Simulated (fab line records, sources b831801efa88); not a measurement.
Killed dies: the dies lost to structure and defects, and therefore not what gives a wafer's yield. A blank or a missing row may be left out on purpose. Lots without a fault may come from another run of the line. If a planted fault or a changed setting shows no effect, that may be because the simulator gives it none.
Check of tool commonality | flow gf180mcu | 13 lots, 42 wafers sampled

== THE REASON FOR OPENING IT ==
Of 13 lots, 1 have the reading LVPWELL_TW flagged at GF_LVPWELL_TW_MEAS_11. No-fault wafers: 561, standard deviation 5.2.
Rule: a lot gets a flag if all its wafers with a number sit over 4 standard deviations from that mean, or if no wafer of it has a number. The other lots count as sound.

lot  | measured    | on            | LVPWELL_TW, wafer by wafer | flag
L658 | day 3 20:22 | film-metro-04 | 561 561 561                |
L659 | day 4 03:28 | film-metro-02 | 571 571 568                |
L662 | day 4 19:20 | film-metro-04 | 562 564 562                |
L663 | day 5 01:06 | film-metro-04 | 560 559 561                |
L664 | day 5 08:10 | film-metro-04 | 564 565 565                |
L666 | day 5 17:37 | film-metro-04 | 565 565 564                |
L669 | day 6 11:58 | film-metro-01 | 30 30 30 30 30 30          | FLAGGED
L675 | day 7 20:34 | film-metro-01 | 556 558 557                |
L676 | day 8 02:49 | film-metro-04 | 558 558 557                |
L677 | day 8 08:16 | film-metro-04 | 559 562 557                |
L679 | day 8 18:12 | film-metro-01 | 555 557 558                |
L680 | day 9 00:37 | film-metro-01 | 555 559 559                |
L681 | day 9 07:04 | film-metro-01 | 558 555 557                |
On average the flagged lots read 30, which is -531 against the usual, or -99 or more standard deviations.

== WHICH TOOL EACH LOT WENT THROUGH ==
The record keeps 1 process step preceding the reading, out of 602 steps on the route. Read each cell as the tool, then ch plus the chambers that the sampled wafers visited, then the start.
lot  | flag    | GF_LVPWELL_EXPOSE_04
L658 |         | iline-stepper-02 ch 0, day 3 13:58
L659 |         | iline-stepper-02 ch 0, day 3 19:59
L662 |         | iline-stepper-02 ch 0, day 4 11:59
L663 |         | iline-stepper-02 ch 0, day 4 17:53
L664 |         | iline-stepper-02 ch 0, day 5 00:20
L666 |         | iline-stepper-01 ch 0, day 5 10:20
L669 | FLAGGED | iline-stepper-02 ch 0, day 6 04:25
L675 |         | iline-stepper-02 ch 0, day 7 12:17
L676 |         | iline-stepper-02 ch 0, day 7 18:23
L677 |         | iline-stepper-02 ch 0, day 8 00:08
L679 |         | iline-stepper-02 ch 0, day 8 09:44
L680 |         | iline-stepper-02 ch 0, day 8 15:49
L681 |         | iline-stepper-01 ch 0, day 8 22:55
What the steps here do:
- GF_LVPWELL_EXPOSE_04: exposes mask LVPWELL, target cd 600 nm.
- GF_LVPWELL_TW_MEAS_11

== FLAGGED OVER TOTAL, TOOL BY TOOL (the gauges that took the reading come last) ==
step                  | tool             | lots run | flagged | share of the flagged lots | sound lots run after its first flagged lot
GF_LVPWELL_EXPOSE_04  | iline-stepper-01 | 2        | 0       | none                      | -
GF_LVPWELL_EXPOSE_04  | iline-stepper-02 | 11       | 1       | all                       | 5 (L675,L676,L677,L679,L680)
GF_LVPWELL_TW_MEAS_11 | film-metro-01    | 5        | 1       | all                       | 4 (L675,L679,L680,L681)
GF_LVPWELL_TW_MEAS_11 | film-metro-02    | 1        | 0       | none                      | -
GF_LVPWELL_TW_MEAS_11 | film-metro-04    | 7        | 0       | none                      | -

== THE TABLE: WHAT IT ALLOWS ==
Table rows that saw every flagged lot: 2, namely iline-stepper-02 at GF_LVPWELL_EXPOSE_04 and film-metro-01 at GF_LVPWELL_TW_MEAS_11.
- iline-stepper-02 at GF_LVPWELL_EXPOSE_04: 1 of its 11 lots flagged. Lots that were sound ran on it after the first flagged one (L675, L676, L677, L679, L680); a persistent fault on the entire tool would not allow that.
- film-metro-01 at GF_LVPWELL_TW_MEAS_11: 1 of its 5 lots flagged. Lots that were sound ran on it after the first flagged one (L675, L679, L680, L681); a persistent fault on the entire tool would not allow that.
There is no row in the table that ran each flagged lot and no sound lot after the first.

== WHAT WAS PUT IN BY THE SIMULATOR ==
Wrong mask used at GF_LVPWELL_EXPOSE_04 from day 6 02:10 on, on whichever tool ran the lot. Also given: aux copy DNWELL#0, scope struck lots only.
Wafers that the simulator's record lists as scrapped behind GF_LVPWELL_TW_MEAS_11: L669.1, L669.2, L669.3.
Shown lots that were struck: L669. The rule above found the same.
